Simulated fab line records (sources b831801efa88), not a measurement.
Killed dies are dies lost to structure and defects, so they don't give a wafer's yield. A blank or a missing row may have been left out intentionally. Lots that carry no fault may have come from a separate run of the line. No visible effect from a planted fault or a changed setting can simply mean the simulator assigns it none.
What tool caused it? || flow gf180mcu || Sampling: 13 lots, 37 wafers, 4 of 602 route steps

WHAT THE GAUGES READ, wafer by wafer
GF_MIM_THK_MEAS_06. Usual: MIM_CVD_05_THK 42.0 nm, standard deviation 0.59.
{"lot": "L724", "measured": "day 24 15:30", "on": "film_metro-03", "MIM_CVD_05_THK (nm)": "41.6 42.9 42.4", "flag": ""}
{"lot": "L725", "measured": "day 25 04:22", "on": "film_metro-03", "MIM_CVD_05_THK (nm)": "41.3 43.3 41.8", "flag": ""}
{"lot": "L726", "measured": "day 25 19:07", "on": "film_metro-01", "MIM_CVD_05_THK (nm)": "41.2 40.3 41.2", "flag": ""}
{"lot": "L727", "measured": "day 26 02:25", "on": "film_metro-01", "MIM_CVD_05_THK (nm)": "41.3 42.0 41.7", "flag": ""}
{"lot": "L728", "measured": "day 26 08:19", "on": "film_metro-01", "MIM_CVD_05_THK (nm)": "41.5 41.9 42.4", "flag": ""}
{"lot": "L731", "measured": "day 27 07:41", "on": "film_metro-02", "MIM_CVD_05_THK (nm)": "41.3 65.7", "flag": "OFF"}
{"lot": "L733", "measured": "day 27 22:41", "on": "film_metro-02", "MIM_CVD_05_THK (nm)": "66.5 41.9", "flag": "OFF"}
{"lot": "L740", "measured": "day 29 18:22", "on": "film_metro-03", "MIM_CVD_05_THK (nm)": "41.9 42.3 42.5", "flag": ""}
{"lot": "L741", "measured": "day 30 02:58", "on": "film_metro-02", "MIM_CVD_05_THK (nm)": "41.4 41.3 41.6", "flag": ""}
{"lot": "L742", "measured": "day 30 08:38", "on": "film_metro-01", "MIM_CVD_05_THK (nm)": "41.9 41.3 41.7", "flag": ""}
{"lot": "L745", "measured": "day 31 04:57", "on": "film_metro-02", "MIM_CVD_05_THK (nm)": "42.4 42.6 42.1", "flag": ""}
{"lot": "L744", "measured": "day 31 05:37", "on": "film_metro-02", "MIM_CVD_05_THK (nm)": "41.7 40.8 42.1", "flag": ""}
{"lot": "L746", "measured": "day 31 07:56", "on": "film_metro-01", "MIM_CVD_05_THK (nm)": "41.8 41.4 42.4", "flag": ""}

WHAT TOOL EACH LOT RAN ON (gives the tool, then ch and the chambers of the sampled wafers, and finally the start)
{"lot": "L724", "GF_V4_STRIP_18": "plasma_asher-04 ch 0,1, day 24 13:59", "GF_MIM_SPUTTER_02": "pvd_sputter-04, day 24 15:21", "GF_MIM_CVD_05": "pecvd-04 ch 0,2, day 24 15:26"}
{"lot": "L725", "GF_V4_STRIP_18": "plasma_asher-02 ch 0,1, day 25 02:53", "GF_MIM_SPUTTER_02": "pvd_sputter-04, day 25 04:14", "GF_MIM_CVD_05": "pecvd-04 ch 0,1, day 25 04:20"}
{"lot": "L726", "GF_V4_STRIP_18": "plasma_asher-02 ch 0,1, day 25 17:38", "GF_MIM_SPUTTER_02": "pvd_sputter-02, day 25 18:59", "GF_MIM_CVD_05": "pecvd-04 ch 1,2, day 25 19:05"}
{"lot": "L727", "GF_V4_STRIP_18": "plasma_asher-02 ch 0, day 26 00:56", "GF_MIM_SPUTTER_02": "pvd_sputter-02, day 26 02:17", "GF_MIM_CVD_05": "pecvd-04 ch 1,2, day 26 02:23"}
{"lot": "L728", "GF_V4_STRIP_18": "plasma_asher-04 ch 0,1, day 26 06:49", "GF_MIM_SPUTTER_02": "pvd_sputter-01, day 26 08:12", "GF_MIM_CVD_05": "pecvd-04 ch 0,1,2, day 26 08:17"}
{"lot": "L731", "GF_V4_STRIP_18": "plasma_asher-02 ch 0,1, day 27 06:13", "GF_MIM_SPUTTER_02": "pvd_sputter-01, day 27 07:34", "GF_MIM_CVD_05": "pecvd-04 ch 1,2, day 27 07:40"}
{"lot": "L733", "GF_V4_STRIP_18": "plasma_asher-02 ch 0,1, day 27 21:10", "GF_MIM_SPUTTER_02": "pvd_sputter-04, day 27 22:31", "GF_MIM_CVD_05": "pecvd-04 ch 0,1, day 27 22:38"}
{"lot": "L740", "GF_V4_STRIP_18": "plasma_asher-04 ch 0,1, day 29 16:53", "GF_MIM_SPUTTER_02": "pvd_sputter-01, day 29 18:14", "GF_MIM_CVD_05": "pecvd-02 ch 1,2, day 29 18:20"}
{"lot": "L741", "GF_V4_STRIP_18": "plasma_asher-04 ch 0,1, day 30 01:29", "GF_MIM_SPUTTER_02": "pvd_sputter-04, day 30 02:49", "GF_MIM_CVD_05": "pecvd-02 ch 0,2, day 30 02:55"}
{"lot": "L742", "GF_V4_STRIP_18": "plasma_asher-03 ch 0,1, day 30 07:07", "GF_MIM_SPUTTER_02": "pvd_sputter-04, day 30 08:30", "GF_MIM_CVD_05": "pecvd-02 ch 1,2, day 30 08:35"}
{"lot": "L745", "GF_V4_STRIP_18": "plasma_asher-04 ch 0,1, day 31 03:26", "GF_MIM_SPUTTER_02": "pvd_sputter-01, day 31 04:47", "GF_MIM_CVD_05": "pecvd-02 ch 0,1,2, day 31 04:54"}
{"lot": "L744", "GF_V4_STRIP_18": "plasma_asher-02 ch 0,1, day 31 04:05", "GF_MIM_SPUTTER_02": "pvd_sputter-01, day 31 05:29", "GF_MIM_CVD_05": "pecvd-04 ch 0,1, day 31 05:34"}
{"lot": "L746", "GF_V4_STRIP_18": "plasma_asher-04 ch 0, day 31 06:26", "GF_MIM_SPUTTER_02": "pvd_sputter-01, day 31 07:48", "GF_MIM_CVD_05": "pecvd-02 ch 1,2, day 31 07:53"}
- GF_V4_STRIP_18: strips in O2/N2.
- GF_MIM_SPUTTER_02: material AlCu, target thk 450 nm, time 23.9 s.
- GF_MIM_CVD_05: deposits Si3N4, target thk 42 nm, time 29.086 s.

AS READ BY THE TOOLS THEMSELVES (means over the sampled wafers that have a number; for cases with no such wafer, the mark the record gives instead)
GF_V4_STRIP_18. Usual: drypump_motor_current_A 5.7 A, standard deviation 0.75; heater_power_w 331 W, standard deviation 20; oes_product_au 0.593 a.u., standard deviation 0.0046.
{"lot": "L724", "tool": "plasma_asher-04", "drypump_motor_current_A (A)": 5.0, "heater_power_w (W)": 315, "oes_product_au (a.u.)": 0.593, "flag": ""}
{"lot": "L725", "tool": "plasma_asher-02", "drypump_motor_current_A (A)": 6.2, "heater_power_w (W)": 339, "oes_product_au (a.u.)": 0.596, "flag": ""}
{"lot": "L726", "tool": "plasma_asher-02", "drypump_motor_current_A (A)": 5.7, "heater_power_w (W)": 347, "oes_product_au (a.u.)": 0.588, "flag": ""}
{"lot": "L727", "tool": "plasma_asher-02", "drypump_motor_current_A (A)": 5.2, "heater_power_w (W)": 349, "oes_product_au (a.u.)": 0.594, "flag": ""}
{"lot": "L728", "tool": "plasma_asher-04", "drypump_motor_current_A (A)": 5.4, "heater_power_w (W)": 305, "oes_product_au (a.u.)": 0.598, "flag": ""}
{"lot": "L731", "tool": "plasma_asher-02", "drypump_motor_current_A (A)": 6.0, "heater_power_w (W)": 346, "oes_product_au (a.u.)": 0.589, "flag": ""}
{"lot": "L733", "tool": "plasma_asher-02", "drypump_motor_current_A (A)": 6.0, "heater_power_w (W)": 346, "oes_product_au (a.u.)": 0.592, "flag": ""}
{"lot": "L740", "tool": "plasma_asher-04", "drypump_motor_current_A (A)": 5.4, "heater_power_w (W)": 307, "oes_product_au (a.u.)": 0.596, "flag": ""}
{"lot": "L741", "tool": "plasma_asher-04", "drypump_motor_current_A (A)": 5.1, "heater_power_w (W)": 317, "oes_product_au (a.u.)": 0.594, "flag": ""}
{"lot": "L742", "tool": "plasma_asher-03", "drypump_motor_current_A (A)": 5.9, "heater_power_w (W)": 342, "oes_product_au (a.u.)": 0.593, "flag": ""}
{"lot": "L745", "tool": "plasma_asher-04", "drypump_motor_current_A (A)": 5.4, "heater_power_w (W)": 306, "oes_product_au (a.u.)": 0.588, "flag": ""}
{"lot": "L744", "tool": "plasma_asher-02", "drypump_motor_current_A (A)": 6.2, "heater_power_w (W)": 346, "oes_product_au (a.u.)": 0.591, "flag": ""}
{"lot": "L746", "tool": "plasma_asher-04", "drypump_motor_current_A (A)": 4.7, "heater_power_w (W)": 328, "oes_product_au (a.u.)": 0.596, "flag": ""}

GF_MIM_SPUTTER_02. Usual: throttle_valve_pct at 29.8 %, with a standard deviation of 1.1.
{"lot": "L724", "tool": "pvd_sputter-04", "throttle_valve_pct (%)": 30.9, "flag": ""}
{"lot": "L725", "tool": "pvd_sputter-04", "throttle_valve_pct (%)": 30.9, "flag": ""}
{"lot": "L726", "tool": "pvd_sputter-02", "throttle_valve_pct (%)": 29.7, "flag": ""}
{"lot": "L727", "tool": "pvd_sputter-02", "throttle_valve_pct (%)": 29.8, "flag": ""}
{"lot": "L728", "tool": "pvd_sputter-01", "throttle_valve_pct (%)": 29.4, "flag": ""}
{"lot": "L731", "tool": "pvd_sputter-01", "throttle_valve_pct (%)": 28.4, "flag": ""}
{"lot": "L733", "tool": "pvd_sputter-04", "throttle_valve_pct (%)": 31.2, "flag": ""}
{"lot": "L740", "tool": "pvd_sputter-01", "throttle_valve_pct (%)": 28.6, "flag": ""}
{"lot": "L741", "tool": "pvd_sputter-04", "throttle_valve_pct (%)": 31.0, "flag": ""}
{"lot": "L742", "tool": "pvd_sputter-04", "throttle_valve_pct (%)": 30.9, "flag": ""}
{"lot": "L745", "tool": "pvd_sputter-01", "throttle_valve_pct (%)": 28.7, "flag": ""}
{"lot": "L744", "tool": "pvd_sputter-01", "throttle_valve_pct (%)": 28.3, "flag": ""}
{"lot": "L746", "tool": "pvd_sputter-01", "throttle_valve_pct (%)": 28.7, "flag": ""}

GF_MIM_CVD_05. Usual: heater_power_w at 648 W, with a standard deviation of 57.
{"lot": "L724", "tool": "pecvd-04", "heater_power_w (W)": 658, "flag": ""}
{"lot": "L725", "tool": "pecvd-04", "heater_power_w (W)": 604, "flag": ""}
{"lot": "L726", "tool": "pecvd-04", "heater_power_w (W)": 674, "flag": ""}
{"lot": "L727", "tool": "pecvd-04", "heater_power_w (W)": 684, "flag": ""}
{"lot": "L728", "tool": "pecvd-04", "heater_power_w (W)": 685, "flag": ""}
{"lot": "L731", "tool": "pecvd-04", "heater_power_w (W)": 657, "flag": ""}
{"lot": "L733", "tool": "pecvd-04", "heater_power_w (W)": 664, "flag": ""}
{"lot": "L740", "tool": "pecvd-02", "heater_power_w (W)": 707, "flag": ""}
{"lot": "L741", "tool": "pecvd-02", "heater_power_w (W)": 731, "flag": ""}
{"lot": "L742", "tool": "pecvd-02", "heater_power_w (W)": 669, "flag": ""}
{"lot": "L745", "tool": "pecvd-02", "heater_power_w (W)": 700, "flag": ""}
{"lot": "L744", "tool": "pecvd-04", "heater_power_w (W)": 683, "flag": ""}
{"lot": "L746", "tool": "pecvd-02", "heater_power_w (W)": 706, "flag": ""}

THE ANSWER, worked out from the rows above alone
Rule: a lot counts as off when the mean over its wafers that have a number is more than 3 standard deviations away from the usual mean. A lot without any number at a reading at which 4 lots or more have one is off too. Any other lot the step has rows for is counted as sound. Order of review: gauges by route order, followed by the tools' own readings, for which a lot's mean as printed above is used. At the first step where some lot is off, the reading lying furthest off is the one used; lots without a number count as furthest.
Off: at GF_MIM_THK_MEAS_06 (MIM_CVD_05_THK), L731, L733.
A tool fits if, at a process step before that reading, it ran every lot that is off, and no sound lot after the first of them. Gauges at GF_MIM_THK_MEAS_06: tried the same way as those tools. Not one of the candidates tried fits.

WHAT WAS PUT IN BY THE SIMULATOR
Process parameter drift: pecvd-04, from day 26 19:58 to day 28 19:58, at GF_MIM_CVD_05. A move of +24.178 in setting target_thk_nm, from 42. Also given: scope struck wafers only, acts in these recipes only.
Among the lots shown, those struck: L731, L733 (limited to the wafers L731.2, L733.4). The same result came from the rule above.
